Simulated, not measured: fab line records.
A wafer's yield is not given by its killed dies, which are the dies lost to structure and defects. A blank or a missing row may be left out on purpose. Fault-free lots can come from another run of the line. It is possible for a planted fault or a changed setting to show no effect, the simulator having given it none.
What tool caused it? -- flow sky130 -- 6 lots with 18 wafers sampled at 2 steps, on a route of 708 steps

== WHAT THE GAUGES READ, wafer by wafer ==
SKY_VIA3_THK_MEAS_23: measures by xrf.
lot,measured,on,VIA3_W_THK (nm)
L920,day 40 16:53,film-metro-02,390 389 390
L923,day 41 15:05,film-metro-04,408 400 408
L927,day 42 19:50,film-metro-01,398 404 402
L929,day 43 14:36,film-metro-01,391 392 404
L933,day 44 05:23,film-metro-02,399 385 397
L940,day 45 17:16,film-metro-01,402 417 399

== EACH LOT AND THE TOOL THAT RAN IT (in order: tool; ch and the chambers of the sampled wafers; start) ==
lot,SKY_VT_ADJUST_LVTN_STRIP_20
L920,"plasma-asher-02 ch 0,1, day 8 18:18"
L923,"plasma-asher-01 ch 0,1, day 9 11:43"
L927,"plasma-asher-01 ch 0,1, day 10 15:26"
L929,"plasma-asher-01 ch 0,1, day 11 14:09"
L933,"plasma-asher-02 ch 0,1, day 12 04:42"
L940,"plasma-asher-03 ch 0,1, day 13 19:07"
- SKY_VT_ADJUST_LVTN_STRIP_20: strips in O2/N2.

== THE ANSWER, worked out from the rows above alone ==
Rule: usual is defined by the lots themselves. Put in order of their means at a reading, lots are off if they are a third of the lots or fewer, leave a main group of 4 or more, and stand apart from it by a gap of 3 or more times the standard deviation of the main group's means; of several such gaps the widest counts. If all means in a main group match to the digits the tables above print for the reading, that group is not used. Also off: a lot with no number at a reading for which 4 or more lots have one. All remaining lots with rows at the step are treated as sound.
Across all readings shown, no lot is off: no conclusion can be drawn from this.

== WHAT THE SIMULATOR HAD PUT IN ==
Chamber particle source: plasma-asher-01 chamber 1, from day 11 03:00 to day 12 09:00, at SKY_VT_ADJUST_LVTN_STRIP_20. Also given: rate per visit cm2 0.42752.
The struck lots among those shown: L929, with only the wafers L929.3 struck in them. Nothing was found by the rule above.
